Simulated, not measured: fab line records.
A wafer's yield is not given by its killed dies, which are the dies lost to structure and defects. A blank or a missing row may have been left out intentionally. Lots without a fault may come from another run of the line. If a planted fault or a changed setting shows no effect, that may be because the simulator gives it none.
fab line records -- flow sky130
record lots=7, wafers=21, last-day=50
route steps=708 shown METAL2@489 PAD_OPEN@708
lots that met no fault: taken from a fault-free run of the same line
start-h: the number of hours between the record's first day and the start of the first shown wafer of the lot -- wait-h: how many hours have passed since the lot's step before this one -- " unchanged from the row above -- L1.1+2: a row that stands for several wafers -- - no value present, or no start provided -- * or withheld: withheld -- < > ~ a bound
route shown NAME@n: a module of which the file shows steps, and the number in the route of the first -- usual: the fault-free wafers' mean and standard deviation -- same: alike in all rows -- chamber/n: place in a boat -- sites: readings site by site -- _std_site: the values' standard deviation -- _edge_site: the outer-site mean with the inner-site mean subtracted -- radius-mm: how far each site lies from the wafer's centre -- mask NAME#n: copy n -- behind: tool/chamber where the wafer was last shaped -- hold: reason for holding the lot/hours on hold/outcome of the hold -- device: transistor that didn't switch, given as n, p or np -- end of line: at the end of the route, the tests of the same wafers -- a step with no rows: only its recipe -- killed: dies lost to structure and defects at the first sort, not the wafer's yield -- map: a wafer's dies, x killed, . not, _ none there
set.NAME: setting as actually run; set.NAME@STEP: the setting as run at that earlier step -- model.NAME: the simulator's own value behind a step, which no gauge read
a table for each step, a row for each wafer; lots at some steps of the route
services: when a tool's chamber went out of use (start-h, in hours from the record's first day, below 0 if earlier), for how many hours, and the reason
## steps
# step SKY_METAL2_THK_MEAS_06
# recipe thk-meas-gauge=xrf, reads=AlCu_of_METAL2_SPUTTER_02
# usual METAL2_ALCU_THK=248.9/2.8
lot.wafer,tool,chamber,start-h,wait-h,METAL2_ALCU_THK[nm]
L872.3,film-metro-02,-,795.41,0.1,251.8
L872.4,film-metro-02,-,795.41,0.1,249.5
L872.5,film-metro-02,-,795.41,0.1,251.4
L873.3,film-metro-03,-,804.50,0.1,247.9
L873.4,film-metro-03,-,804.50,0.1,246.3
L873.5,film-metro-03,-,804.50,0.1,246.0
L880.3,film-metro-02,-,878.74,0.1,247.6
L880.4,film-metro-02,-,878.74,0.1,248.1
L880.6,film-metro-02,-,878.74,0.1,246.2
L882.2,film-metro-04,-,881.76,0.1,251.7
L882.3,film-metro-04,-,881.76,0.1,249.1
L882.5,film-metro-04,-,881.76,0.1,247.9
L883.4,film-metro-03,-,886.03,0.1,253.9
L883.5,film-metro-03,-,886.03,0.1,248.6
L883.6,film-metro-03,-,886.03,0.1,250.7
L886.2,film-metro-04,-,911.77,0.1,245.5
L886.5,film-metro-04,-,911.77,0.1,247.2
L886.6,film-metro-04,-,911.77,0.1,250.2
L892.1,film-metro-02,-,945.91,0.1,254.2
L892.2,film-metro-02,-,945.91,0.1,247.0
L892.5,film-metro-02,-,945.91,0.1,251.3
# step SKY_METAL2_DEHYDRATE_07
# recipe temp-c=200, time-s=60
# step SKY_METAL2_HMDS_08
# recipe prime-time-s=60, prime-temp-c=120
# step SKY_METAL2_COAT_09
# recipe resist=BARC, temp-c=withheld, time-s=withheld, spin-rpm=3000, resist-thk-nm=60
# step SKY_METAL2_COAT_10
# recipe resist=KrF-thick, spin-rpm=3000, resist-thk-nm=450
# step SKY_METAL2_SOFTBAKE_11
# recipe temp-c=100, time-s=90, resist=KrF-thick
# step SKY_METAL2_EXPOSE_12
# recipe mask-id=MM2, na=0.8, source-shape=annular, sigma-inner=0.55, sigma-outer=0.85, target-cd-nm=140, dose-mj=28.53
# step SKY_METAL2_PEB_13
# recipe peb-temp-c=withheld, peb-time-s=withheld, resist=KrF-thick
# step SKY_METAL2_DEVELOP_14
# recipe develop-time-s=60, resist=KrF-thick, dev-temp-c=21
# step SKY_METAL2_CD_MEAS_15
# recipe target-cd-nm=140
# usual cd-nm=140.2/1.7
lot.wafer,tool,chamber,start-h,wait-h,cd-nm
L872.3,cd-sem-02,-,822.71,-,139.8
L872.4,cd-sem-02,-,822.71,-,140.7
L872.5,cd-sem-02,-,822.71,-,140.5
L873.3,cd-sem-02,-,831.36,-,139.1
L873.4,cd-sem-02,-,831.36,-,139.9
L873.5,cd-sem-02,-,831.36,-,139.2
L880.3,cd-sem-02,-,903.93,-,138.1
L880.4,cd-sem-02,-,903.93,-,138.8
L880.6,cd-sem-02,-,903.93,-,139.7
L882.2,cd-sem-02,-,907.16,-,139.4
L882.3,cd-sem-02,-,907.16,-,140.4
L882.5,cd-sem-02,-,907.16,-,139.7
L883.4,cd-sem-02,-,911.83,-,143.1
L883.5,cd-sem-02,-,911.83,-,143.3
L883.6,cd-sem-02,-,911.83,-,142.2
L886.2,cd-sem-02,-,936.90,-,138.9
L886.5,cd-sem-02,-,936.90,-,139.1
L886.6,cd-sem-02,-,936.90,-,139.1
L892.1,cd-sem-02,-,970.82,-,139.3
L892.2,cd-sem-02,-,970.82,-,141.6
L892.5,cd-sem-02,-,970.82,-,139.7
# step SKY_METAL2_OVL_MEAS_16
# usual METAL2_OVL=2/4.7
lot.wafer,tool,chamber,start-h,wait-h,METAL2_OVL[nm]
L872.3,overlay-02,-,822.80,0.1,10
L872.4,overlay-02,-,822.80,0.1,7
L872.5,overlay-02,-,822.80,0.1,13
L873.3,overlay-01,-,831.45,0.1,-1
L873.4,overlay-01,-,831.45,0.1,1
L873.5,overlay-01,-,831.45,0.1,-2
L880.3,overlay-01,-,904.02,0.1,4
L880.4,overlay-01,-,904.02,0.1,4
L880.6,overlay-01,-,904.02,0.1,-1
L882.2,overlay-01,-,907.26,0.1,6
L882.3,overlay-01,-,907.26,0.1,0
L882.5,overlay-01,-,907.26,0.1,2
L883.4,overlay-01,-,911.91,0.1,3
L883.5,overlay-01,-,911.91,0.1,-3
L883.6,overlay-01,-,911.91,0.1,-5
L886.2,overlay-01,-,937.00,0.1,-1
L886.5,overlay-01,-,937.00,0.1,5
L886.6,overlay-01,-,937.00,0.1,0
L892.1,overlay-01,-,970.94,0.1,-8
L892.2,overlay-01,-,970.94,0.1,-7
L892.5,overlay-01,-,970.94,0.1,-4
# step SKY_METAL2_DESCUM_17
# recipe chemistry=O2, source-power-w=150, bias-power-w=0, pressure-mtorr=10, temp-c=40, time-s=8
# usual drypump-motor-current-A=5.56/0.3, oes-product-au=0.990/0.011
lot.wafer,tool,chamber,start-h,wait-h,drypump-motor-current-A,oes-product-au,rf-hours-counter-h
L872.3,rie-metal-03,0,822.83,0.0,5.20,0.982,-
L872.4,rie-metal-03,1,822.83,0.0,5.66,0.999,-
L872.5,rie-metal-03,1,822.83,0.0,5.66,0.998,-
L873.3,rie-metal-04,0,831.48,0.0,5.40,0.979,-
L873.4,rie-metal-04,1,831.48,0.0,5.62,0.997,-
L873.5,rie-metal-04,1,831.48,0.0,5.63,0.997,-
L880.3,rie-metal-04,1,904.05,0.0,5.62,1.001,-
L880.4,rie-metal-04,0,904.05,0.0,5.40,0.976,-
L880.6,rie-metal-04,0,904.05,0.0,5.42,0.981,-
L882.2,rie-metal-04,1,907.29,0.0,5.62,1.002,12.8
L882.3,rie-metal-04,1,907.29,0.0,5.63,1.007,-
L882.5,rie-metal-04,1,907.29,0.0,5.63,0.997,-
L883.4,rie-metal-04,0,911.93,0.0,5.41,0.992,-
L883.5,rie-metal-04,0,911.93,0.0,5.42,0.986,-
L883.6,rie-metal-04,1,911.93,0.0,5.65,1.004,-
L886.2,rie-metal-02,1,937.03,0.0,5.33,0.989,8.7
L886.5,rie-metal-02,0,937.03,0.0,6.22,1.015,-
L886.6,rie-metal-02,1,937.03,0.0,5.33,0.993,-
L892.1,rie-metal-02,1,970.97,0.0,5.31,0.994,10.3
L892.2,rie-metal-02,0,970.97,0.0,6.20,1.001,12.8
L892.5,rie-metal-02,1,970.97,0.0,5.30,1.000,-
# step SKY_METAL2_ETCH_18
# recipe chemistry=N2/H2, target=BARC, ion-energy-ev=200, bias-w=100, pressure-mtorr=30, n2-flow-sccm=100, h2-flow-sccm=200, icp-w=500, stop-on=SiO2, time-s=45.9, target-depth-a=600
# usual drypump-motor-current-A=5.57/0.3, oes-product-au=0.854/0.0046, run-length-s=74.30/0.26, throttle-valve-pct=13.225/0.0094
lot.wafer,tool,chamber,start-h,wait-h,drypump-motor-current-A,oes-product-au,rf-hours-counter-h,run-length-s,throttle-valve-pct,model.KrF-thick_of_METAL2_COAT_10.thk-nm
L872.3,rie-metal-03,0,822.88,0.0,5.20,0.860,-,74.10,13.211,394
L872.4,rie-metal-03,1,822.88,0.0,5.70,0.860,-,74.30,13.224,394.1
L872.5,rie-metal-03,1,822.88,0.0,5.67,0.857,-,73.88,13.230,394
L873.3,rie-metal-04,0,831.53,0.0,5.43,0.846,-,73.91,13.238,393.5
L873.4,rie-metal-04,1,831.53,0.0,5.67,0.851,-,74.66,13.232,392.5
L873.5,rie-metal-04,1,831.53,0.0,5.65,0.863,-,74.20,13.245,392.5
L880.3,rie-metal-04,1,904.10,0.0,5.70,1.006,-,66.91,13.240,400.4
L880.4,rie-metal-04,0,904.10,0.0,5.42,0.979,-,66.41,13.234,402.2
L880.6,rie-metal-04,0,904.10,0.0,5.42,0.986,-,66.17,13.214,401.9
L882.2,rie-metal-04,1,907.32,0.0,5.70,1.008,12.8,66.32,13.254,397.8
L882.3,rie-metal-04,1,907.32,0.0,5.66,0.998,-,66.18,13.221,398
L882.5,rie-metal-04,1,907.32,0.0,5.67,1.004,-,66.48,13.246,396.9
L883.4,rie-metal-04,0,911.98,0.0,5.40,0.987,-,66.54,13.231,402
L883.5,rie-metal-04,0,911.98,0.0,5.40,0.984,-,65.89,13.247,400.7
L883.6,rie-metal-04,1,911.98,0.0,5.66,1.002,-,66.20,13.242,401.6
L886.2,rie-metal-02,1,937.07,0.0,5.32,0.846,8.7,74.54,13.218,396.1
L886.5,rie-metal-02,0,937.07,0.0,6.22,0.857,-,74.52,13.233,393.8
L886.6,rie-metal-02,1,937.07,0.0,5.33,0.852,-,74.13,13.235,395
L892.1,rie-metal-02,1,971.01,0.0,5.29,0.860,10.3,74.31,13.225,389.3
L892.2,rie-metal-02,0,971.01,0.0,6.23,0.860,12.8,74.52,13.209,390
L892.5,rie-metal-02,1,971.01,0.0,5.29,0.854,-,74.52,13.207,390.9
# step SKY_METAL2_METAL_ETCH_19
# recipe target-depth-a=3600, stop-on=SiO2, over-etch-frac=0.3, time-s=78, chemistry=Cl2/BCl3, resist-sidewall-deg=88, pressure-mtorr=10, icp-w=900, bias-w=48.5, Cl2_flow_sccm=60, bcl3-flow-sccm=30
# usual drypump-motor-current-A=5.56/0.3, oes-product-au=0.854/0.0058, run-length-s=106.37/0.26, throttle-valve-pct=22.263/0.0087
lot.wafer,tool,chamber,start-h,wait-h,drypump-motor-current-A,oes-product-au,rf-hours-counter-h,run-length-s,throttle-valve-pct,model.KrF-thick_of_METAL2_COAT_10.thk-nm
L872.3,rie-metal-03,0,822.95,0.1,5.24,0.853,-,106.12,22.255,165.9
L872.4,rie-metal-03,1,822.95,0.1,5.66,0.868,-,106.32,22.268,162.2
L872.5,rie-metal-03,1,822.95,0.1,5.64,0.854,-,105.92,22.272,160.4
L873.3,rie-metal-04,0,831.60,0.1,5.41,0.851,-,105.97,22.255,163.9
L873.4,rie-metal-04,1,831.60,0.1,5.62,0.852,-,106.69,22.268,159.4
L873.5,rie-metal-04,1,831.60,0.1,5.66,0.852,-,106.48,22.252,156.5
L880.3,rie-metal-04,1,904.17,0.1,5.65,0.861,-,106.43,22.259,165.2
L880.4,rie-metal-04,0,904.17,0.1,5.40,0.846,-,106.29,22.251,175.2
L880.6,rie-metal-04,0,904.17,0.1,5.42,0.853,-,106.06,22.250,173.7
L882.2,rie-metal-04,1,907.39,0.0,5.63,0.847,12.9,106.49,22.262,160.9
L882.3,rie-metal-04,1,907.39,0.0,5.66,0.854,-,106.46,22.267,162.9
L882.5,rie-metal-04,1,907.39,0.0,5.60,0.856,-,106.91,22.270,159.1
L883.4,rie-metal-04,0,912.05,0.1,5.40,0.856,-,106.09,22.262,173.2
L883.5,rie-metal-04,0,912.05,0.1,5.40,0.846,-,106.32,22.266,173.3
L883.6,rie-metal-04,1,912.05,0.1,5.66,0.851,-,106.57,22.271,167.7
L886.2,rie-metal-02,1,937.13,0.0,5.34,0.854,8.7,106.47,22.272,168
L886.5,rie-metal-02,0,937.13,0.0,6.20,0.863,-,106.48,22.259,155.4
L886.6,rie-metal-02,1,937.13,0.0,5.29,0.857,-,106.29,22.261,167.9
L892.1,rie-metal-02,1,971.07,0.0,5.29,0.862,10.3,106.12,22.278,156.2
L892.2,rie-metal-02,0,971.07,0.0,6.21,0.852,12.8,106.31,22.255,152.3
L892.5,rie-metal-02,1,971.07,0.0,5.29,0.858,-,106.50,22.239,158.1
# step SKY_METAL2_STRIP_20
# recipe chemistry=O2/N2, power-w=1400, pressure-mtorr=1500, platen-temp-c=withheld, o2-flow-sccm=3000, n2-flow-sccm=300, overash-fraction=0.5
# usual drypump-motor-current-A=5.4/0.31, oes-product-au=0.345/0.0049, strip-time-to-endpoint-s=2.74/0.054
lot.wafer,tool,chamber,start-h,wait-h,drypump-motor-current-A,oes-product-au,rf-hours-counter-h,strip-time-to-endpoint-s
L872.3,plasma-asher-04,0,823.04,0.1,5.1,0.351,-,2.78
L872.4,plasma-asher-04,1,823.04,0.1,5.7,0.349,-,2.74
L872.5,plasma-asher-04,1,823.04,0.1,5.6,0.345,-,2.72
L873.3,plasma-asher-04,0,831.69,0.1,5.1,0.353,-,2.75
L873.4,plasma-asher-04,1,831.69,0.1,5.6,0.353,-,2.70
L873.5,plasma-asher-04,0,831.69,0.1,5.1,0.350,-,2.68
L880.3,plasma-asher-04,1,904.26,0.1,5.6,0.352,-,2.77
L880.4,plasma-asher-04,0,904.26,0.1,5.1,0.347,-,2.88
L880.6,plasma-asher-04,1,904.26,0.1,5.6,0.352,-,2.87
L882.2,plasma-asher-02,0,907.48,0.1,5.1,0.345,16,2.72
L882.3,plasma-asher-02,1,907.48,0.1,5.9,0.341,-,2.74
L882.5,plasma-asher-02,0,907.48,0.1,5.1,0.346,-,2.69
L883.4,plasma-asher-04,0,912.14,0.1,5.1,0.350,-,2.86
L883.5,plasma-asher-04,1,912.14,0.1,5.6,0.350,-,2.87
L883.6,plasma-asher-04,0,912.14,0.1,5.1,0.343,-,2.79
L886.2,plasma-asher-04,0,937.22,0.1,5.1,0.347,114,2.80
L886.5,plasma-asher-04,1,937.22,0.1,5.7,0.334,-,2.67
L886.6,plasma-asher-04,0,937.22,0.1,5.1,0.339,-,2.79
L892.1,plasma-asher-04,1,971.16,0.1,5.7,0.338,118,2.67
L892.2,plasma-asher-04,0,971.16,0.1,5.1,0.337,118,2.63
L892.5,plasma-asher-04,0,971.16,0.1,5.1,0.351,-,2.69
# step SKY_PAD_OPEN_PROBE_99
# usual defect-limited-yield=82.3/2.1, killed_at_M0_to_M3=44/7.3, killed_at_M4_up=3.3/1.8, killed-at-contacts=24/5.3, killed-at-front-end=16/5, killed-at-other=0.2/0.51, killed-dies=87/10, killed-open=47/7.5, killed-short=40/6.3, sort_bin_3_pad_short=0.9/0.41, sort_bin_5_function=10.5/1.6, sort_bin_6_memory=6.3/1.2, sort-n-pass=405/10, sort-yield-pct=82.3/2.1
# same gross-dies=492, killed-at-back-side=0, sort_bin_4_leakage[%]=0, sort_bin_8_speed[%]=0
lot.wafer,tool,chamber,start-h,wait-h,defect-limited-yield[%],killed_at_M0_to_M3,killed_at_M4_up,killed-at-contacts,killed-at-front-end,killed-at-other,killed-dies,killed-open,killed-short,sort_bin_3_pad_short[%],sort_bin_5_function[%],sort_bin_6_memory[%],sort-n-pass,sort-yield-pct[%]
L872.3,prober-02,-,1080.27,0.2,84.1,38,3,23,14,0,78,36,42,0.8,9.1,5.9,414,84.1
L872.4,prober-02,-,1080.32,0.2,82.5,47,2,18,19,0,86,46,40,1.6,10.0,5.9,406,82.5
L872.5,prober-02,-,1080.37,0.2,81.7,42,4,26,18,0,90,39,51,1.0,10.6,6.7,402,81.7
L880.3,prober-02,-,1142.30,0.2,83.5,35,5,26,14,1,81,39,42,1.0,9.3,6.1,411,83.5
L880.4,prober-02,-,1142.35,0.2,82.3,38,5,36,7,1,87,43,44,1.0,11.4,5.3,405,82.3
L880.6,prober-02,-,1142.45,0.2,81.1,42,4,27,20,0,93,48,45,0.4,11.8,6.7,399,81.1
L882.2,prober-02,-,1144.55,0.1,83.3,36,5,24,17,0,82,38,44,0.6,10.2,5.9,410,83.3
L882.3,prober-02,-,1144.60,0.2,86.2,38,2,15,13,0,68,37,31,0.8,8.7,4.3,424,86.2
L882.5,prober-02,-,1144.70,0.2,83.9,43,3,21,11,1,79,43,36,0.2,10.4,5.5,413,83.9
L883.4,prober-01,-,1147.61,0.2,78.7,44,4,40,17,0,105,55,50,1.6,11.2,8.5,387,78.7
L883.5,prober-01,-,1147.66,0.2,83.7,33,5,28,12,2,80,38,42,1.0,8.7,6.5,412,83.7
L883.6,prober-01,-,1147.71,0.2,82.3,38,2,27,20,0,87,38,49,1.0,9.6,7.1,405,82.3
L886.2,prober-02,-,1167.50,0.1,82.5,44,4,22,14,2,86,46,39,0.8,9.8,6.9,406,82.5
L886.5,prober-02,-,1167.65,0.2,82.7,38,3,22,21,1,85,43,42,0.6,9.8,6.9,407,82.7
L886.6,prober-02,-,1167.70,0.2,80.3,58,3,20,16,0,97,56,41,1.4,10.2,8.1,395,80.3
# killed by level:class
L872.3 LI_CONTACT:geometric-particle:open=8 FIELD_ISO:geometric-particle:short=7 CONTACT:geometric-particle:short=6 VIA1:geometric-particle:short=6 VIA1:geometric-particle:open=6 VIA2:geometric-particle:short=6 METAL2:geometric-particle:short=5 CONTACT:geometric-particle:open=4
L872.4 CONTACT:geometric-particle:open=10 VIA1:geometric-particle:open=9 METAL1:geometric-particle:short=8 VIA3:geometric-particle:short=7 VIA3:geometric-particle:open=6 METAL2:geometric-particle:short=5 FIELD_ISO:geometric-particle:open=4 VIA2:geometric-particle:open=4
L872.5 FIELD_ISO:geometric-particle:short=10 VIA2:geometric-particle:open=8 CONTACT:geometric-particle:short=8 VIA3:geometric-particle:open=8 CONTACT:geometric-particle:open=7 VIA1:geometric-particle:open=6 FIELD_ISO:geometric-particle:open=5 LI_CONTACT:geometric-particle:short=5
L880.3 CONTACT:geometric-particle:open=9 CONTACT:geometric-particle:short=6 VIA1:geometric-particle:open=6 LI_CONTACT:geometric-particle:open=5 VIA1:geometric-particle:short=5 FIELD_ISO:geometric-particle:short=4 METAL3:geometric-particle:short=4 METAL1:geometric-particle:short=4
L880.4 CONTACT:geometric-particle:open=15 VIA1:geometric-particle:open=12 CONTACT:geometric-particle:short=10 LI_CONTACT:geometric-particle:open=5 METAL2:geometric-particle:short=5 METAL1:geometric-particle:short=4 VIA1:geometric-particle:short=4 VIA2:geometric-particle:open=4
L880.6 VIA1:geometric-particle:open=12 CONTACT:geometric-particle:open=9 VIA3:geometric-particle:open=7 CONTACT:geometric-particle:short=6 POLY_GATE:geometric-particle:open=6 VIA1:geometric-particle:short=6 METAL2:geometric-particle:short=5 LI_CONTACT:geometric-particle:open=4
L882.2 CONTACT:geometric-particle:open=10 VIA1:geometric-particle:short=7 VIA3:geometric-particle:open=7 POLY_GATE:geometric-particle:short=6 POLY_GATE:geometric-particle:open=6 METAL1:geometric-particle:short=6 LI_CONTACT:geometric-particle:open=5 CONTACT:geometric-particle:short=4
L882.3 VIA1:geometric-particle:open=8 VIA1:geometric-particle:short=6 FIELD_ISO:geometric-particle:short=5 FIELD_ISO:geometric-particle:open=5 CONTACT:geometric-particle:open=5 LI_CONTACT:geometric-particle:open=4 CONTACT:geometric-particle:short=4 VIA2:geometric-particle:short=4
L882.5 VIA1:geometric-particle:open=11 CONTACT:geometric-particle:short=7 LI_CONTACT:geometric-particle:open=6 VIA2:geometric-particle:open=6 VIA3:geometric-particle:open=6 POLY_GATE:geometric-particle:short=5 CONTACT:geometric-particle:open=5 METAL1:geometric-particle:short=4
L883.4 LI_CONTACT:geometric-particle:open=13 CONTACT:geometric-particle:open=9 CONTACT:geometric-particle:short=7 METAL1:geometric-particle:short=7 METAL2:geometric-particle:open=6 FIELD_ISO:geometric-particle:open=5 VIA2:geometric-particle:open=5 LOCAL_INTERCONNECT:geometric-particle:short=5
L883.5 CONTACT:geometric-particle:open=8 LI_CONTACT:geometric-particle:open=8 VIA1:geometric-particle:open=7 LOCAL_INTERCONNECT:geometric-particle:short=7 VIA3:geometric-particle:open=6 FIELD_ISO:geometric-particle:short=5 METAL1:geometric-particle:short=5 METAL2:geometric-particle:short=5
L883.6 LI_CONTACT:geometric-particle:open=8 FIELD_ISO:geometric-particle:open=7 LOCAL_INTERCONNECT:geometric-particle:short=7 METAL2:geometric-particle:short=7 VIA1:geometric-particle:open=6 VIA2:geometric-particle:open=5 POLY_GATE:geometric-particle:short=5 CONTACT:geometric-particle:short=5
L886.2 VIA3:geometric-particle:open=10 VIA1:geometric-particle:open=8 VIA3:geometric-particle:short=7 LI_CONTACT:geometric-particle:open=6 CONTACT:geometric-particle:open=6 METAL1:geometric-particle:short=6 VIA2:geometric-particle:open=4 FIELD_ISO:geometric-particle:open=3
L886.5 VIA1:geometric-particle:open=9 LI_CONTACT:geometric-particle:open=7 CONTACT:geometric-particle:open=7 POLY_GATE:geometric-particle:short=6 METAL1:geometric-particle:short=6 FIELD_ISO:geometric-particle:short=5 POLY_GATE:geometric-particle:open=5 VIA3:geometric-particle:short=4
L886.6 VIA1:geometric-particle:open=13 CONTACT:geometric-particle:open=9 VIA3:geometric-particle:open=8 METAL1:geometric-particle:short=7 VIA1:geometric-particle:short=7 VIA2:geometric-particle:open=7 METAL2:geometric-particle:short=7 FIELD_ISO:geometric-particle:open=5
## services
tool,chamber,start-h,hours,kind
rie-metal-04,-,811.24,0.2,repair
plasma-asher-04,-,820.85,1.5,repair
rie-metal-03,-,833.68,0.9,repair
rie-metal-03,-,838.77,28.1,pm
rie-metal-04,1,866.96,5.2,repair
rie-metal-03,0,874.67,4.1,repair
rie-metal-03,1,882.64,4.7,repair
rie-metal-03,-,888.46,4.3,repair
rie-metal-04,-,933.36,4.3,pm
rie-metal-04,-,947.51,1.5,repair
## key
first-sign step=SKY_METAL2_ETCH_18, reading=oes-product-au, direction=up, sigmas=30, usual=0.854, struck=0.995
effect step=SKY_METAL2_ETCH_18, reading=run-length-s, direction=down, sigmas=30, usual=*, struck=*
model-effect step=SKY_METAL2_ETCH_18, value=KrF-thick_of_METAL2_COAT_10.thk-nm, without=392.7, struck=400.2
model-effect step=SKY_METAL2_METAL_ETCH_19, value=KrF-thick_of_METAL2_COAT_10.thk-nm, without=160.4, struck=167.9
met-at SKY_METAL2_ETCH_18
struck-wafers L880.3,L880.4,L880.6,L882.2,L882.3,L882.5,L883.4,L883.5,L883.6
onset-between 831.53 904.10
fault kind=process-parameter-drift, tool=rie-metal-04, chamber=-, onset-h=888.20, steps=SKY_METAL2_ETCH_18, channel=time-s, offset=*, shape=step, end-h=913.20, acts-in=*, stated=*
